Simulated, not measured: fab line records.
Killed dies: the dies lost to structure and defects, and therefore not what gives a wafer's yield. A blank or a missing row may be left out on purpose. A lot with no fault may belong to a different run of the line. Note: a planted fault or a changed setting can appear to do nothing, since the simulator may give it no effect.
fab line records	flow sky130
record lots=12	wafers=36	last-day=50
route steps=708 shown SONOS_ONO@169 RES_PROTECT@209 POLY_GATE@230 PAD_OPEN@708
lots with no fault: from the same line, run without faults
start-h: the number of hours between the record's first day and the start of the first shown wafer of the lot	wait-h: time in hours since the lot's previous step	" repeats the value in the row above	L1.1+2: a row that stands for several wafers	- either no value or no given start	* or withheld: withheld	< > ~ a bound
route shown NAME@n: a module of which the file shows steps, and the number in the route of the first	usual: mean and standard deviation over wafers with no fault	same: alike in all rows	chamber/n: place in a boat	sites: readings site by site	_std_site: standard deviation across them	_edge_site: inner sites' mean taken away from outer sites' mean	radius-mm: for every site, how far away it sits from the centre of the wafer	mask NAME#n: copy n	behind: the last tool/chamber to shape the wafer	hold: why the lot went on hold/how many hours it stayed there/how the hold came to an end	device: the n, p or np transistor that did not switch	end of line: the tests these same wafers got at the end of their route	step lacking rows: just its recipe	killed: dies that structure and defects cost at the first sort, which is not the same as the wafer's yield	map: a wafer's dies, marking killed ones x, the rest . and places with no die _
set.NAME: the run value of the setting; set.NAME@STEP: its run value at that earlier step	model.NAME: the simulator's own value behind a step, which no gauge read
route steps across a sampled set of lots; one table per step, one row per wafer
services: when a tool's chamber went out of use (start-h, in hours from the record's first day, below 0 if earlier), for how many hours, and the reason
## steps
# step SKY_SONOS_ONO_THK_MEAS_01
# recipe reads=SiO2_of_SONOS_ONO_OXIDATION_00
# usual SONOS_ONO_OXIDATION_THK=2.60/0.058
lot.wafer	tool	chamber	start-h	wait-h	SONOS_ONO_OXIDATION_THK[nm]
L159.2	film-metro-01	-	251.01	0.0	2.70
L159.3	"	-	"	"	2.59
L159.4	"	-	"	"	2.67
L161.1	film-metro-01	-	264.51	0.0	2.55
L161.2	"	-	"	"	2.61
L161.6	"	-	"	"	2.51
L164.2	film-metro-03	-	316.03	0.0	2.56
L164.5	"	-	"	"	2.63
L164.6	"	-	"	"	2.58
L167.2	film-metro-01	-	320.31	0.0	2.56
L167.5	"	-	"	"	2.61
L167.6	"	-	"	"	2.56
L169.1	film-metro-01	-	330.67	0.0	2.78
L169.3	"	-	"	"	2.68
L169.6	"	-	"	"	2.73
L170.4	film-metro-03	-	346.05	0.0	2.67
L170.5	"	-	"	"	2.69
L170.6	"	-	"	"	2.66
L171.1	film-metro-04	-	347.86	0.0	2.68
L171.2	"	-	"	"	2.62
L171.6	"	-	"	"	2.59
L178.2	film-metro-03	-	426.16	0.0	2.54
L178.3	"	-	"	"	2.59
L178.4	"	-	"	"	2.57
L179.1	film-metro-01	-	434.49	0.0	2.60
L179.4	"	-	"	"	2.67
L179.5	"	-	"	"	2.48
L180.3	film-metro-04	-	438.86	0.0	2.56
L180.4	"	-	"	"	2.57
L180.5	"	-	"	"	2.61
L181.1	film-metro-03	-	438.88	0.0	2.61
L181.3	"	-	"	"	2.53
L181.5	"	-	"	"	2.54
L182.1	film-metro-01	-	444.17	0.0	2.59
L182.2	"	-	"	"	2.59
L182.3	"	-	"	"	2.58
# step SKY_RES_PROTECT_SOFTBAKE_03
# recipe temp-c=90	time-s=60	resist=NOVOLAK
# usual heater-power-total-W=56.59/0.043	run-length-s=89.26/0.17
lot.wafer	tool	chamber	start-h	wait-h	heater-power-total-W	run-length-s
L159.2	litho-track-02	0	323.62	0.1	56.59	89.19
L159.3	"	0	"	"	56.57	89.18
L159.4	"	0	"	"	56.58	89.12
L161.1	litho-track-04	0	337.92	0.1	56.63	89.38
L161.2	"	0	"	"	56.61	89.09
L161.6	"	0	"	"	56.56	89.13
L164.2	litho-track-02	0	392.67	0.1	56.51	89.18
L164.5	"	0	"	"	56.64	89.02
L164.6	"	0	"	"	56.64	89.08
L167.2	litho-track-04	0	398.95	0.1	56.64	89.13
L167.5	"	0	"	"	56.58	89.24
L167.6	"	0	"	"	56.65	89.24
L169.1	litho-track-02	0	408.50	0.1	56.64	89.39
L169.3	"	0	"	"	56.54	89.14
L169.6	"	0	"	"	56.56	89.15
L170.4	litho-track-02	0	426.52	0.1	66.95	65.40
L170.5	"	0	"	"	66.95	65.47
L170.6	"	0	"	"	67.01	65.40
L171.1	litho-track-02	0	429.75	0.1	66.99	65.43
L171.2	"	0	"	"	66.97	65.36
L171.6	"	0	"	"	67.02	65.60
L178.2	litho-track-01	0	511.54	0.1	56.61	89.46
L178.3	"	0	"	"	56.57	89.39
L178.4	"	0	"	"	56.54	89.58
L179.1	litho-track-04	0	521.57	0.1	56.56	89.29
L179.4	"	0	"	"	56.63	89.11
L179.5	"	0	"	"	56.58	89.10
L180.3	litho-track-04	0	522.87	0.1	56.53	89.15
L180.4	"	0	"	"	56.48	89.31
L180.5	"	0	"	"	56.49	89.40
L181.1	litho-track-02	0	524.55	0.1	56.60	89.10
L181.3	"	0	"	"	56.55	89.18
L181.5	"	0	"	"	56.50	89.15
L182.1	litho-track-01	0	535.46	0.1	56.63	89.45
L182.2	"	0	"	"	56.59	89.40
L182.3	"	0	"	"	56.63	89.37
# step SKY_POLY_GATE_ETCH_16
# recipe stop-on=poly-Si	chemistry=CH3F/O2	target=Si3N4	source-w=400	bias-w=80	pressure-mtorr=25	ch3f-flow-sccm=40	O2_flow_sccm=30	time-s=147.5	target-depth-a=750
# usual O2_flow_sccm=30.01/0.096	drypump-motor-current-A=5.4/0.32	oes-product-au=0.642/0.0044	rf-fwd-power-W=398.5/1.4	throttle-valve-pct=10.536/0.009
lot.wafer	tool	chamber	start-h	wait-h	O2_flow_sccm	drypump-motor-current-A	oes-product-au	rf-fwd-power-W	rf-hours-counter-h	throttle-valve-pct
L159.2	rie-diel-01	3	368.26	0.0	30.06	5.0	0.649	398.4	54	10.522
L159.3	"	0	"	"	29.87	5.3	0.642	396.8	27	10.541
L159.4	"	2	"	"	29.98	5.9	0.644	399.2	78	10.541
L161.1	rie-diel-01	2	382.95	0.0	30.08	5.9	0.646	399.3	78	10.529
L161.2	"	0	"	"	29.95	5.4	0.636	394.9	27	10.543
L161.6	"	0	"	"	30.09	5.4	0.645	396.6	-	10.530
L164.2	rie-diel-01	2	442.90	0.0	29.89	5.9	0.643	399.8	79	10.521
L164.5	"	0	"	"	29.95	5.4	0.648	398.1	-	10.548
L164.6	"	3	"	"	30.05	5.0	0.638	398.2	-	10.530
L167.2	rie-diel-02	2	448.10	0.0	30.06	5.3	0.636	398.8	21	10.525
L167.5	"	1	"	"	30.00	5.7	0.640	399.7	-	10.540
L167.6	"	0	"	"	29.95	5.4	0.641	398.6	-	10.546
L169.1	rie-diel-02	0	454.95	0.0	29.97	5.5	0.636	397.0	11	10.550
L169.3	"	1	"	"	30.03	5.7	0.644	398.3	5	10.545
L169.6	"	2	"	"	29.91	5.3	0.647	397.4	-	10.527
L170.4	rie-diel-04	0	473.81	0.0	30.11	4.8	0.636	399.8	45	10.554
L170.5	"	0	"	"	29.84	4.8	0.640	399.5	-	10.543
L170.6	"	3	"	"	30.20	5.9	0.643	397.3	-	10.535
L171.1	rie-diel-01	1	477.96	0.0	30.00	5.5	0.646	399.2	81	10.536
L171.2	"	2	"	"	30.09	5.9	0.644	400.0	80	10.527
L171.6	"	0	"	"	29.77	5.3	0.646	396.1	-	10.526
L178.2	rie-diel-04	0	558.40	0.0	30.04	4.8	0.640	400.1	46	10.542
L178.3	"	2	"	"	29.96	5.0	0.636	398.8	9	10.542
L178.4	"	1	"	"	29.95	5.5	0.636	400.1	5	10.540
L179.1	rie-diel-01	0	569.65	0.0	30.03	5.3	0.644	398.6	31	10.520
L179.4	"	3	"	"	30.13	5.0	0.637	397.6	-	10.525
L179.5	"	0	"	"	30.08	5.3	0.642	397.6	-	10.536
L180.3	rie-diel-04	2	573.20	0.0	30.00	5.0	0.637	399.7	10	10.532
L180.4	"	1	"	"	30.05	5.4	0.644	398.9	6	10.530
L180.5	"	3	"	"	30.01	5.9	0.644	399.0	-	10.534
L181.1	rie-diel-02	2	573.61	0.0	30.07	5.2	0.647	399.1	23	10.551
L181.3	"	1	"	"	30.00	5.7	0.633	399.3	7	10.522
L181.5	"	3	"	"	29.92	5.5	0.635	399.7	-	10.541
L182.1	rie-diel-01	1	583.80	0.0	29.88	5.5	0.646	397.0	0	10.524
L182.2	"	0	"	"	30.02	5.3	0.639	397.0	32	10.534
L182.3	"	3	"	"	29.93	5.0	0.646	399.0	59	10.533
# step SKY_POLY_GATE_ETCH_17
# recipe target-depth-nm=180	stop-on=SiO2	over-etch-frac=0.56667	chemistry=HBr/Cl2	target=poly-Si	icp-w=393.3	bias-w=100	pressure-mtorr=10	HBr_flow_sccm=150	Cl2_flow_sccm=50	time-s=70.5
# usual drypump-motor-current-A=5.5/0.33	he-backside-leak-sccm=2.72/0.21	mfc-cl2-sccm=50.01/0.15	oes-product-au=0.981/0.0074	rf-fwd-power-W=389.8/1.6	throttle-valve-pct=33.683/0.0093
# same over-etch-frac=0.56667
lot.wafer	tool	chamber	start-h	wait-h	drypump-motor-current-A	he-backside-leak-sccm	mfc-cl2-sccm	oes-product-au	rf-fwd-power-W	rf-hours-counter-h	throttle-valve-pct
L159.2	rie-si-01	2	368.36	0.0	5.8	2.79	50.16	0.977	389.1	61	33.680
L159.3	"	0	"	"	5.5	3.02	50.11	0.981	390.2	5	33.677
L159.4	"	1	"	"	6.0	2.59	50.27	0.996	388.7	76	33.691
L161.1	rie-si-01	3	383.05	0.0	5.4	2.67	49.99	0.988	391.6	1	33.701
L161.2	"	2	"	"	5.8	2.74	49.90	0.981	389.3	62	33.682
L161.6	"	3	"	"	5.4	2.69	50.08	0.988	392.0	-	33.677
L164.2	rie-si-02	3	443.00	0.0	5.3	2.89	50.09	0.988	389.5	4	33.708
L164.5	"	1	"	"	5.0	2.46	49.92	0.984	391.9	-	33.685
L164.6	"	2	"	"	5.1	3.02	50.05	0.992	392.2	-	33.683
L167.2	rie-si-02	3	448.20	0.0	5.2	2.86	50.01	0.991	390.0	4	33.659
L167.5	"	0	"	"	5.7	2.57	50.03	0.979	388.4	-	33.674
L167.6	"	3	"	"	5.3	2.81	49.99	1.000	391.2	-	33.687
L169.1	rie-si-02	3	455.05	0.0	5.2	2.86	49.86	0.980	390.9	4	33.671
L169.3	"	0	"	"	5.7	2.45	50.01	0.975	388.4	15	33.691
L169.6	"	3	"	"	5.3	2.63	49.67	0.976	389.2	-	33.671
L170.4	rie-si-01	1	473.94	0.1	6.0	2.56	50.12	0.982	389.1	-	33.670
L170.5	"	3	"	"	5.4	2.57	49.94	0.980	391.4	-	33.690
L170.6	"	0	"	"	5.5	2.80	50.03	0.985	387.1	-	33.690
L171.1	rie-si-02	2	478.06	0.0	5.1	2.84	49.95	0.972	390.8	3	33.686
L171.2	"	0	"	"	5.8	2.48	49.78	0.967	390.5	15	33.685
L171.6	"	3	"	"	5.3	2.86	50.26	0.970	390.5	-	33.675
L178.2	rie-si-01	0	558.50	0.0	5.4	2.95	50.01	0.983	388.8	7	33.682
L178.3	"	3	"	"	5.4	2.74	49.89	0.988	390.5	2	33.690
L178.4	"	2	"	"	5.8	2.61	50.02	0.985	389.2	0	33.668
L179.1	rie-si-02	0	569.75	0.0	5.7	2.73	49.84	0.976	389.3	15	33.669
L179.4	"	1	"	"	5.0	2.46	50.14	0.970	390.1	1	33.689
L179.5	"	0	"	"	5.7	2.68	50.10	0.974	388.7	-	33.687
L180.3	rie-si-01	3	573.30	0.0	5.4	2.68	49.91	0.986	390.1	2	33.677
L180.4	"	1	"	"	6.0	2.62	49.75	0.971	388.9	1	33.683
L180.5	"	1	"	"	6.0	2.68	49.81	0.970	388.7	-	33.683
L181.1	rie-si-02	0	573.71	0.0	5.8	2.52	50.14	0.976	387.2	15	33.686
L181.3	"	1	"	"	5.0	2.49	50.02	0.979	389.7	1	33.696
L181.5	"	0	"	"	5.8	2.46	50.05	0.980	388.1	-	33.665
L182.1	rie-si-02	1	583.90	0.0	4.9	2.58	50.08	0.969	389.4	1	33.691
L182.2	"	3	"	"	5.3	2.75	49.91	0.964	389.7	5	33.692
L182.3	"	0	"	"	5.8	2.63	50.16	0.970	390.2	16	33.688
# step SKY_PAD_OPEN_PROBE_99
# usual killed_at_M0_to_M3=44/7.2	killed_at_M4_up=3.0/1.8	killed-at-contacts=24/5.4	killed-at-front-end=14/4.4	killed-at-other=0.4/0.64	killed-dies=86/9.4	killed-open=47/7.7	killed-short=39/5.8
# same gross-dies=492	killed-at-back-side=0
lot.wafer	tool	chamber	start-h	wait-h	killed_at_M0_to_M3	killed_at_M4_up	killed-at-contacts	killed-at-front-end	killed-at-other	killed-dies	killed-open	killed-short
L159.2	prober-02	-	1066.16	0.1	50	2	23	21	1	97	53	43
L159.3	prober-02	-	1066.21	0.2	38	6	22	9	0	75	39	36
L159.4	prober-02	-	1066.26	0.2	42	0	27	10	0	79	39	40
L167.2	prober-02	-	1130.25	0.1	47	3	24	11	1	86	51	35
L167.5	prober-02	-	1130.40	0.2	41	7	29	14	0	91	50	41
L167.6	prober-02	-	1130.45	0.2	40	3	28	14	0	85	53	32
L169.1	prober-01	-	1130.61	0.1	45	2	17	9	0	73	42	31
L169.3	prober-01	-	1130.71	0.2	47	3	25	10	0	85	43	42
L169.6	prober-01	-	1130.86	0.2	59	0	26	13	0	98	59	39
L171.1	prober-01	-	1142.23	0.1	38	1	34	12	0	85	44	41
L171.2	prober-01	-	1142.28	0.1	42	4	20	14	1	81	43	38
L171.6	prober-01	-	1142.48	0.2	43	7	28	19	0	97	57	40
L178.2	prober-01	-	1191.38	0.1	53	5	18	17	0	93	43	50
L178.3	prober-01	-	1191.43	0.2	40	3	18	15	1	77	42	35
L178.4	prober-01	-	1191.48	0.2	45	4	14	14	0	77	41	36
L181.1	prober-01	-	1203.17	0.1	44	4	29	8	2	87	45	42
L181.3	prober-01	-	1203.27	0.2	43	3	29	25	0	100	53	47
L181.5	prober-01	-	1203.37	0.2	40	3	22	18	0	83	40	43
# killed by level:class
L159.2 VIA3:geometric-particle:open=11 CONTACT:geometric-particle:open=9 VIA1:geometric-particle:open=8 CONTACT:geometric-particle:short=7 METAL2:geometric-particle:short=7 FIELD_ISO:geometric-particle:open=6 POLY_GATE:geometric-particle:short=5 VIA2:geometric-particle:short=5
L159.3 VIA1:geometric-particle:open=8 CONTACT:geometric-particle:open=7 LI_CONTACT:geometric-particle:open=7 METAL2:geometric-particle:short=7 VIA2:geometric-particle:open=5 METAL4:geometric-particle:short=4 FIELD_ISO:geometric-particle:short=3 METAL3:geometric-particle:short=3
L159.4 VIA3:geometric-particle:open=10 VIA1:geometric-particle:open=8 LOCAL_INTERCONNECT:geometric-particle:short=7 LI_CONTACT:geometric-particle:open=6 CONTACT:geometric-particle:open=6 CONTACT:geometric-particle:short=5 VIA1:geometric-particle:short=5 VIA2:geometric-particle:open=5
L167.2 VIA1:geometric-particle:open=17 CONTACT:geometric-particle:open=13 METAL1:geometric-particle:short=6 VIA3:geometric-particle:open=6 LOCAL_INTERCONNECT:geometric-particle:short=4 METAL3:geometric-particle:short=4 FIELD_ISO:geometric-particle:open=3 CONTACT:geometric-particle:short=3
L167.5 CONTACT:geometric-particle:open=12 VIA1:geometric-particle:open=12 VIA1:geometric-particle:short=7 LOCAL_INTERCONNECT:geometric-particle:short=7 METAL1:geometric-particle:short=5 VIA3:geometric-particle:open=5 FIELD_ISO:geometric-particle:open=4 POLY_GATE:geometric-particle:short=4
L167.6 CONTACT:geometric-particle:open=18 VIA1:geometric-particle:open=7 METAL1:geometric-particle:short=7 VIA2:geometric-particle:open=6 VIA3:geometric-particle:open=6 FIELD_ISO:geometric-particle:open=5 METAL2:geometric-particle:short=4 VIA3:geometric-particle:short=4
L169.1 VIA1:geometric-particle:open=9 VIA3:geometric-particle:open=7 METAL2:geometric-particle:short=6 LI_CONTACT:geometric-particle:open=5 CONTACT:geometric-particle:open=5 VIA2:geometric-particle:open=5 LI_CONTACT:geometric-particle:short=4 FIELD_ISO:geometric-particle:open=4
L169.3 LI_CONTACT:geometric-particle:open=9 VIA1:geometric-particle:open=9 METAL2:geometric-particle:short=8 VIA2:geometric-particle:open=8 METAL3:geometric-particle:short=7 VIA3:geometric-particle:short=4 LI_CONTACT:geometric-particle:short=4 CONTACT:geometric-particle:open=4
L169.6 VIA1:geometric-particle:open=15 LI_CONTACT:geometric-particle:open=9 VIA2:geometric-particle:open=8 CONTACT:geometric-particle:open=7 VIA2:geometric-particle:short=7 VIA1:geometric-particle:short=5 VIA3:geometric-particle:open=5 METAL2:geometric-particle:short=4
L171.1 CONTACT:geometric-particle:open=11 METAL1:geometric-particle:short=8 VIA3:geometric-particle:open=8 LI_CONTACT:geometric-particle:open=7 LOCAL_INTERCONNECT:geometric-particle:short=7 CONTACT:geometric-particle:short=6 VIA1:geometric-particle:open=5 FIELD_ISO:geometric-particle:short=3
L171.2 VIA3:geometric-particle:open=8 CONTACT:geometric-particle:open=8 VIA1:geometric-particle:open=8 METAL1:geometric-particle:short=5 POLY_GATE:geometric-particle:short=5 LI_CONTACT:geometric-particle:open=5 VIA1:geometric-particle:short=5 METAL2:geometric-particle:short=4
L171.6 VIA2:geometric-particle:open=12 CONTACT:geometric-particle:open=10 VIA3:geometric-particle:open=9 VIA1:geometric-particle:open=8 FIELD_ISO:geometric-particle:short=6 POLY_GATE:geometric-particle:open=6 METAL1:geometric-particle:short=6 FIELD_ISO:geometric-particle:open=5
L178.2 VIA1:geometric-particle:open=9 METAL2:geometric-particle:short=7 VIA1:geometric-particle:short=7 CONTACT:geometric-particle:open=7 FIELD_ISO:geometric-particle:short=6 VIA3:geometric-particle:open=6 METAL1:geometric-particle:short=5 METAL3:geometric-particle:short=5
L178.3 VIA2:geometric-particle:open=10 CONTACT:geometric-particle:open=7 VIA1:geometric-particle:open=7 LI_CONTACT:geometric-particle:open=6 FIELD_ISO:geometric-particle:short=5 POLY_GATE:geometric-particle:short=5 VIA1:geometric-particle:short=5 METAL1:geometric-particle:short=4
L178.4 VIA1:geometric-particle:open=9 CONTACT:geometric-particle:open=8 VIA1:geometric-particle:short=6 VIA2:geometric-particle:open=6 POLY_GATE:geometric-particle:open=5 METAL1:geometric-particle:short=5 LOCAL_INTERCONNECT:geometric-particle:short=4 METAL2:geometric-particle:short=4
L181.1 CONTACT:geometric-particle:open=9 VIA1:geometric-particle:open=7 VIA2:geometric-particle:open=7 VIA3:geometric-particle:open=6 LI_CONTACT:geometric-particle:open=5 LOCAL_INTERCONNECT:geometric-particle:short=5 CONTACT:geometric-particle:short=5 VIA3:geometric-particle:short=5
L181.3 CONTACT:geometric-particle:open=14 VIA1:geometric-particle:open=9 VIA1:geometric-particle:short=8 METAL1:geometric-particle:short=7 FIELD_ISO:geometric-particle:open=6 POLY_GATE:geometric-particle:open=5 LI_CONTACT:geometric-particle:open=5 CONTACT:geometric-particle:short=5
L181.5 VIA1:geometric-particle:open=8 VIA1:geometric-particle:short=7 LI_CONTACT:geometric-particle:short=5 CONTACT:geometric-particle:short=5 CONTACT:geometric-particle:open=5 VIA3:geometric-particle:open=5 FIELD_ISO:geometric-particle:open=4 LI_CONTACT:geometric-particle:open=4
## services
tool	chamber	start-h	hours	kind
rie-si-01	-	307.63	0.4	repair
rie-diel-01	0	309.01	5.2	repair
rie-diel-01	1	310.32	10.0	repair
rie-si-02	1	315.63	-	clean
rie-si-02	1	315.63	19.2	scheduled-down
rie-si-01	3	336.85	10.2	repair
rie-diel-04	-	351.62	2.8	pm
rie-diel-02	-	354.39	15.6	pm
rie-diel-04	1	356.91	4.4	repair
rie-diel-02	1	370.42	18.9	repair
rie-diel-04	-	377.31	1.0	repair
rie-diel-01	1	388.20	14.0	repair
rie-si-01	1	396.77	22.2	repair
rie-diel-04	-	405.06	0.3	repair
rie-diel-01	1	415.05	2.6	repair
rie-diel-01	1	429.16	46.2	repair
rie-diel-01	3	429.47	12.1	repair
rie-diel-04	-	430.67	0.1	repair
rie-si-01	-	435.37	0.2	repair
rie-si-02	-	455.58	0.2	repair
rie-diel-02	-	456.42	2.8	pm
rie-diel-02	0	481.44	2.2	repair
rie-diel-01	1	531.51	13.6	repair
rie-diel-02	-	534.48	0.6	repair
## key
first-sign step=SKY_RES_PROTECT_SOFTBAKE_03	reading=heater-power-total-W	direction=up	sigmas=99+	usual=*	struck=*
effect step=SKY_RES_PROTECT_SOFTBAKE_03	reading=run-length-s	direction=down	sigmas=99+	usual=*	struck=*
met-at SKY_RES_PROTECT_SOFTBAKE_03
struck-lots L170,L171
tester-left-out L170,L171
not-acting-at SKY_SONOS_ONO_THK_MEAS_01,SKY_POLY_GATE_ETCH_16,SKY_POLY_GATE_ETCH_17
onset-between 408.50 426.52
fault kind=process-parameter-drift	tool=litho-track-02	chamber=-	onset-h=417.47	steps=SKY_RES_PROTECT_SOFTBAKE_03	channel=time-s	offset=*	shape=step	end-h=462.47	acts-in=*	stated=*
# tester-left-out: of these lots the tester's yield and bins aren't shown, on N5 and GAA mostly nor the transistor test; their killed dies are dies lost to structure and defects alone, not to doping, threshold or leakage, so they don't give the yield
